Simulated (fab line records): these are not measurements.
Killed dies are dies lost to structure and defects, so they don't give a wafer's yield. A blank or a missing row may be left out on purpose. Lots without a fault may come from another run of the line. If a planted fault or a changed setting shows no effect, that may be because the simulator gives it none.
2 desks looking at one fault / flow gf180mcu / numbers are kept per desk, each desk with only its own; the story behind them comes last

THE TOOL OWNER'S DESK: krfScanner-01
The tool's own readings at GF_M2_EXPOSE_11 (exposes mask Metal2, target cd 280 nm): means of the sampled wafers that have a number, for each lot that ran on this tool. Any lot whose mean is over 4 standard deviations away from the usual mean is out of limits and marked OUT; that distance is given in the brackets.
Columns: A = exposureDoseMJCm2 at GF_M2_EXPOSE_11, usual 27.971
lot=L103; first seen here=day 18 21:17; A=27.956
lot=L108; first seen here=day 20 12:58; A=27.984
lot=L109; first seen here=day 20 21:52; A=27.988
lot=L111; first seen here=day 21 20:20; A=27.947
lot=L113; first seen here=day 22 18:28; A=27.981
lot=L114; first seen here=day 23 01:01; A=27.964
lot=L116; first seen here=day 23 14:53; A=27.980
lot=L120; first seen here=day 24 22:12; A=27.362 (-23) OUT
This desk's verdict: out of limits on L120, starting with L120 at day 24 22:12 (exposureDoseMJCm2 at GF_M2_EXPOSE_11). In limits: L103, L108, L109, L111, L113, L114, L116.

FROM THE METROLOGY DESK
What the gauges read for every lot (on any tool): the sampled wafers with a number, averaged. Any lot whose mean is over 4 standard deviations away from the usual mean is out of limits and marked OUT; that distance is given in the brackets.
Columns: A = V1_W_RS at GF_V1_RS_MEAS_24, usual 0.326 ohm/sq; B = cdNm at GF_M2_CD_MEAS_14, usual 280.0 nm
lot=L103; first seen here=day 18 08:13; A=0.329; B=279.9
lot=L107; first seen here=day 19 19:16; A=0.321; B=280.3
lot=L108; first seen here=day 19 23:56; A=0.326; B=281.1
lot=L109; first seen here=day 20 08:35; A=0.323; B=279.6
lot=L110; first seen here=day 20 23:16; A=0.320; B=280.2
lot=L111; first seen here=day 21 07:18; A=0.325; B=280.7
lot=L112; first seen here=day 21 12:26; A=0.327; B=278.7
lot=L113; first seen here=day 22 05:38; A=0.322; B=278.7
lot=L114; first seen here=day 22 13:05; A=0.333; B=279.9
lot=L116; first seen here=day 23 03:02; A=0.321; B=281.4
lot=L120; first seen here=day 24 10:03; A=0.325; B=273.0 (-7.3) OUT
lot=L126; first seen here=day 26 14:26; A=0.332; B=279.0
This desk's verdict: out of limits on L120, starting with L120 at day 25 08:29 (cdNm at GF_M2_CD_MEAS_14). In limits: L103, L107, L108, L109, L110, L111, L112, L113, L114, L116, L126.

BROUGHT TOGETHER
An alarm could have come from the tool owner's desk at day 24 22:12, on L120.
An alarm was possible from the metrology desk at day 25 08:29, on L120.
On krfScanner-01, each named lot ran GF_M2_EXPOSE_11.

WHAT HAD BEEN PUT IN BY THE SIMULATOR
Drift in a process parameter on krfScanner-01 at GF_M2_EXPOSE_11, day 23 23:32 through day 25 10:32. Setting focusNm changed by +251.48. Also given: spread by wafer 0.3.
Lots struck among those shown: L120.
Fault start to first reading out of limits, in hours, per desk: tool owner, 23; metrology, 33.
